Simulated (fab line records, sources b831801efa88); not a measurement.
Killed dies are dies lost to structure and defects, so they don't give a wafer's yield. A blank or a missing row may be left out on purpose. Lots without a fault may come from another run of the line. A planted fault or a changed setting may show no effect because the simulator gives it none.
fab line records | flow sky130
record lots=12 wafers=36 last_day=50
route steps=708 shown LDD_HVN@277 POLY_CUT@315 LI_CONTACT@365 CONTACT@406
lots that met no fault: from a run of the same line without faults
start_h: hours from the record's first day to the start of the lot's first wafer shown | wait_h: hours since the lot's step before | " the same as in the row above | L1.1+2: a row that stands for several wafers | - no value, or no start given | * or withheld: withheld | < > ~ a bound
route shown NAME@n: a module of which the file shows steps, and the number in the route of the first | usual: mean/standard deviation of fault-free wafers | same: alike in all rows | chamber/n: place in a boat | sites: the reading at each site | _std_site: their standard deviation | _edge_site: outer sites' mean less inner sites' | radius_mm: how far each site lies from the wafer's centre | mask NAME#n: copy n | behind: the tool/chamber that last shaped the wafer | hold: why the lot was held/for how many hours/how that ended | device: the transistor (n, p or np) that didn't switch | end of line: the same wafers' tests at the end of the route | a step without rows: its recipe alone | killed: dies lost to structure and defects at the first sort, not the wafer's yield | map: a wafer's dies, x killed, . not, _ none there
set.NAME: the setting as run; set.NAME@STEP: as run at that earlier step | model.NAME: the simulator's own value behind a step, which no gauge read
steps of the route over a sample of lots; a table a step, a row a wafer
services: from which hour (start_h, from the record's first day; less than 0 if before it) a tool's chamber was out of use, for how many hours, and why
## steps
# step SKY_LDD_HVN_TW_MEAS_10
# usual LDD_HVN_TW=1433/11
# columns lot.wafer tool chamber start_h wait_h LDD_HVN_TW
L950.3 film_metro-02 - 498.22 0.1 1447
L950.5 " - " " 1454
L950.6 " - " " 1455
L951.1 film_metro-02 - 503.94 0.1 1454
L951.3 " - " " 1453
L951.4 " - " " 1456
L952.1 film_metro-03 - 518.50 0.1 1436
L952.2 " - " " 1433
L952.4 " - " " 1434
L955.2 film_metro-01 - 534.37 0.1 1437
L955.5 " - " " 1427
L955.6 " - " " 1433
L957.1 film_metro-03 - 553.95 0.1 1442
L957.4 " - " " 1437
L957.6 " - " " 1432
L959.1 film_metro-01 - 570.59 0.1 1440
L959.3 " - " " 1441
L959.6 " - " " 1442
L963.1 film_metro-03 - 617.45 0.1 1417
L963.2 " - " " 1423
L963.3 " - " " 1414
L964.1 film_metro-03 - 620.20 0.1 1425
L964.4 " - " " 1423
L964.6 " - " " 1425
L965.2 film_metro-01 - 626.61 0.1 1433
L965.4 " - " " 1435
L965.6 " - " " 1431
L967.1 film_metro-03 - 632.70 0.1 1435
L967.2 " - " " 1427
L967.4 " - " " 1429
L969.2 film_metro-03 - 653.06 0.1 1417
L969.3 " - " " 1430
L969.4 " - " " 1432
L970.2 film_metro-01 - 659.90 0.1 1446
L970.3 " - " " 1439
L970.6 " - " " 1440
# step SKY_POLY_CUT_CD_MEAS_08
# recipe target_cd_nm=270
# usual cd_nm=270.1/1.2
# columns lot.wafer tool chamber start_h wait_h cd_nm
L950.3 cd_sem-01 - 589.84 - 268.5
L950.5 " - " " 269.8
L950.6 " - " " 268.9
L951.1 cd_sem-02 - 595.54 - 272.4
L951.3 " - " " 270.8
L951.4 " - " " 270.7
L952.1 cd_sem-02 - 610.84 - 271.4
L952.2 " - " " 270.1
L952.4 " - " " 271.3
L955.2 cd_sem-02 - 624.84 - 267.4
L955.5 " - " " 267.0
L955.6 " - " " 268.6
L957.1 cd_sem-02 - 645.03 - 271.7
L957.4 " - " " 273.2
L957.6 " - " " 272.1
L959.1 cd_sem-01 - 659.30 - 269.7
L959.3 " - " " 269.8
L959.6 " - " " 270.0
L963.1 cd_sem-02 - 705.45 - 271.0
L963.2 " - " " 270.5
L963.3 " - " " 270.9
L964.1 cd_sem-01 - 708.37 - 271.0
L964.4 " - " " 272.3
L964.6 " - " " 271.3
L965.2 cd_sem-01 - 713.74 - 268.0
L965.4 " - " " 269.2
L965.6 " - " " 268.4
L967.1 cd_sem-01 - 719.59 - 270.5
L967.2 " - " " 270.8
L967.4 " - " " 271.8
L969.2 cd_sem-02 - 739.37 - 269.2
L969.3 " - " " 271.5
L969.4 " - " " 269.2
L970.2 cd_sem-02 - 745.21 - 270.9
L970.3 " - " " 270.3
L970.6 " - " " 270.9
# step SKY_LI_CONTACT_BOW_MEAS_03
# recipe mode=bow
# usual LI_CONTACT_BOW=56/7
# columns lot.wafer tool chamber start_h wait_h LI_CONTACT_BOW[um]
L950.3 film_metro-02 - 676.86 0.2 69
L950.5 " - " " 62
L950.6 " - " " 59
L951.1 film_metro-02 - 683.23 0.2 50
L951.3 " - " " 59
L951.4 " - " " 60
L952.1 film_metro-01 - 698.08 0.1 60
L952.2 " - " " 60
L952.4 " - " " 58
L955.2 film_metro-02 - 711.80 0.3 57
L955.5 " - " " 55
L955.6 " - " " 56
L957.1 film_metro-01 - 730.82 0.1 69
L957.4 " - " " 47
L957.6 " - " " 67
L959.1 film_metro-02 - 744.74 0.2 44
L959.3 " - " " 64
L959.6 " - " " 48
L963.1 film_metro-03 - 788.79 0.2 59
L963.2 " - " " 64
L963.3 " - " " 62
L964.1 film_metro-02 - 791.58 0.2 46
L964.4 " - " " 51
L964.6 " - " " 52
L965.2 film_metro-03 - 796.52 0.2 56
L965.4 " - " " 54
L965.6 " - " " 61
L967.1 film_metro-01 - 802.24 0.1 64
L967.2 " - " " 41
L967.4 " - " " 57
L969.2 film_metro-03 - 821.56 0.3 37
L969.3 " - " " 43
L969.4 " - " " 58
L970.2 film_metro-03 - 827.09 0.1 60
L970.3 " - " " 48
L970.6 " - " " 47
# step SKY_CONTACT_CVD_00
# recipe material=Si3N4 target_thk_nm=75 temp_c=400 time_s=withheld rf_w=450
# usual heater_power_w=749/96
# columns lot.wafer tool chamber start_h wait_h heater_power_w
L950.3 pecvd-03 0 734.48 0.0 882
L950.5 " 2 " " 795
L950.6 " 0 " " 869
L951.1 pecvd-02 0 740.73 0.0 657
L951.3 " 2 " " 683
L951.4 " 0 " " 678
L952.1 pecvd-02 1 755.33 0.0 689
L952.2 " 0 " " 669
L952.4 " 2 " " 657
L955.2 pecvd-03 0 769.03 0.0 914
L955.5 " 1 " " 921
L955.6 " 2 " " 796
L957.1 pecvd-03 1 786.48 0.0 835
L957.4 " 1 " " 846
L957.6 " 2 " " 838
L959.1 pecvd-02 2 800.48 0.0 592
L959.3 " 0 " " 697
L959.6 " 2 " " 603
L963.1 pecvd-04 1 843.29 0.0 795
L963.2 " 0 " " 691
L963.3 " 2 " " 640
L964.1 pecvd-02 2 846.57 0.0 637
L964.4 " 2 " " 635
L964.6 " 0 " " 689
L965.2 pecvd-03 0 851.17 0.0 883
L965.4 " 0 " " 896
L965.6 " 2 " " 857
L967.1 pecvd-03 2 857.93 0.0 764
L967.2 " 1 " " 885
L967.4 " 2 " " 785
L969.2 pecvd-04 1 876.65 0.0 852
L969.3 " 0 " " 642
L969.4 " 0 " " 647
L970.2 pecvd-04 0 881.46 0.0 697
L970.3 " 0 " " 685
L970.6 " 2 " " 771
# step SKY_CONTACT_THK_MEAS_01
# recipe reads=Si3N4_of_CONTACT_CVD_00
# usual CONTACT_CVD_00_THK=74.8/0.83
# columns lot.wafer tool chamber start_h wait_h CONTACT_CVD_00_THK[nm]
L950.3 film_metro-04 - 734.53 - 74.7
L950.5 " - " " 75.4
L950.6 " - " " 75.5
L951.1 film_metro-04 - 740.76 - 73.9
L951.3 " - " " 73.5
L951.4 " - " " 74.7
L952.1 film_metro-04 - 755.36 - 74.8
L952.2 " - " " 74.1
L952.4 " - " " 76.6
L955.2 film_metro-02 - 769.07 - 74.1
L955.5 " - " " 75.9
L955.6 " - " " 50.4
L957.1 film_metro-04 - 786.51 - 49.7
L957.4 " - " " 49.5
L957.6 " - " " 50.8
L959.1 film_metro-01 - 800.51 - 75.1
L959.3 " - " " 74.2
L959.6 " - " " 75.0
L963.1 film_metro-02 - 843.32 - 74.7
L963.2 " - " " 75.4
L963.3 " - " " 74.8
L964.1 film_metro-02 - 846.61 - 73.7
L964.4 " - " " 74.9
L964.6 " - " " 75.1
L965.2 film_metro-04 - 851.21 - 73.9
L965.4 " - " " 75.6
L965.6 " - " " 76.1
L967.1 film_metro-04 - 857.98 - 74.2
L967.2 " - " " 74.6
L967.4 " - " " 75.5
L969.2 film_metro-02 - 876.69 - 74.2
L969.3 " - " " 75.0
L969.4 " - " " 76.3
L970.2 film_metro-01 - 881.52 - 72.9
L970.3 " - " " 75.4
L970.6 " - " " 74.4
# step SKY_CONTACT_ETCH_18
# recipe target=Si3N4 chemistry=CHF3/O2 stop_on=TiN source_w=600 bias_w=200 pressure_mtorr=40 chf3_flow_sccm=50 O2_flow_sccm=5 time_s=39 target_depth_a=750
# usual drypump_motor_current_A=5.7/0.3 oes_product_au=0.853/0.0068 throttle_valve_pct=8.792/0.0093
# columns lot.wafer tool chamber start_h wait_h drypump_motor_current_A oes_product_au rf_hours_counter_h throttle_valve_pct
L950.3 rie_diel-04 3 - - 5.8 0.857 29 8.800
L950.5 " 3 " " 5.8 0.858 - 8.775
L950.6 " 0 " " 6.0 0.853 - 8.808
L951.1 rie_diel-02 3 - - 5.8 0.851 1 8.796
L951.3 " 2 " " 5.8 0.841 3 8.787
L951.4 " 1 " " 5.9 0.847 15 8.779
L952.1 rie_diel-04 1 - - 5.3 0.854 9 8.784
L952.2 " 0 " " 6.0 0.853 6 8.800
L952.4 " 2 " " 5.6 0.860 19 8.791
L955.2 rie_diel-04 0 - - 6.0 0.850 6 8.789
L955.5 " 2 " " 5.6 0.853 - 8.790
L955.6 " 3 " " 5.8 0.698 - 8.761
L957.1 rie_diel-02 0 - - 5.8 0.698 14 8.735
L957.4 " 3 " " 5.9 0.693 - 8.752
L957.6 " 1 " " 5.9 0.691 - 8.748
L959.1 rie_diel-04 1 - - 5.3 0.851 11 8.801
L959.3 " 0 " " 6.0 0.846 7 8.790
L959.6 " 1 " " 5.3 0.853 - 8.785
L963.1 rie_diel-04 3 - - 5.8 0.853 0 8.806
L963.2 " 1 " " 5.3 0.856 12 8.800
L963.3 " 2 " " 5.6 0.852 22 8.801
L964.1 rie_diel-04 1 - - 5.4 0.849 12 8.789
L964.4 " 0 " " 6.0 0.856 9 8.787
L964.6 " 3 " " 5.8 0.854 - 8.778
L965.2 rie_diel-01 2 - - 6.2 0.847 14 8.790
L965.4 " 3 " " 6.2 0.854 10 8.802
L965.6 " 1 " " 5.9 0.862 - 8.800
L967.1 rie_diel-02 1 - - 5.9 0.851 18 8.786
L967.2 " 0 " " 5.8 0.844 16 8.802
L967.4 " 2 " " 5.8 0.860 6 8.802
L969.2 rie_diel-04 3 - - 5.7 0.852 2 8.785
L969.3 " 2 " " 5.6 0.853 24 8.801
L969.4 " 0 " " 6.0 0.857 9 8.789
L970.2 rie_diel-02 2 - - 5.9 0.836 8 8.776
L970.3 " 3 " " 5.9 0.858 6 8.793
L970.6 " 0 " " 5.9 0.849 - 8.796
## services
# columns tool chamber start_h hours kind
pecvd-04 - 713.86 3.1 repair
rie_diel-02 0 722.30 4.3 repair
rie_diel-02 - 733.44 0.5 repair
pecvd-02 - 754.27 0.8 repair
pecvd-02 2 759.05 6.6 repair
pecvd-04 - 767.98 5.6 repair
pecvd-04 - 770.75 0.8 repair
pecvd-03 - 773.78 1.3 repair
pecvd-04 0 792.25 10.5 repair
rie_diel-02 2 808.74 5.6 repair
rie_diel-04 3 810.60 13.1 repair
rie_diel-01 - 817.17 0.6 repair
rie_diel-02 - 822.25 2.8 pm
rie_diel-02 0 826.38 7.5 repair
rie_diel-01 2 830.32 5.5 repair
pecvd-02 - 832.76 1.7 repair
rie_diel-04 3 836.33 - clean
rie_diel-02 1 846.28 6.7 repair
rie_diel-01 3 848.14 2.5 repair
pecvd-03 0 854.11 10.7 repair
rie_diel-04 3 859.52 2.9 repair
rie_diel-04 2 860.83 8.7 repair
rie_diel-01 1 871.34 3.6 repair
rie_diel-04 0 882.33 20.5 repair
## key
first_sign step=SKY_CONTACT_THK_MEAS_01 reading=CONTACT_CVD_00_THK direction=down sigmas=30 usual=74.8 struck=50.1
effect step=SKY_CONTACT_ETCH_18 reading=oes_product_au direction=down sigmas=23 usual=0.853 struck=0.695
met_at SKY_CONTACT_CVD_00
struck_lots L955,L957
struck_wafers L955.6,L957.1,L957.4,L957.6
tester_left_out L955,L957
not_acting_at SKY_LDD_HVN_TW_MEAS_10,SKY_POLY_CUT_CD_MEAS_08,SKY_LI_CONTACT_BOW_MEAS_03
onset_between 734.48 769.03
fault kind=process_parameter_drift tool=pecvd-03 chamber=- onset_h=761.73 steps=SKY_CONTACT_CVD_00 channel=target_thk_nm offset=-24.83 shape=step end_h=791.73 scope=struck_wafers_only acts_in=these_recipes_only stated=75
# tester_left_out: of these lots the tester's yield and bins aren't shown, on N5 and GAA mostly nor the transistor test; their killed dies are dies lost to structure and defects alone, not to doping, threshold or leakage, so they don't give the yield
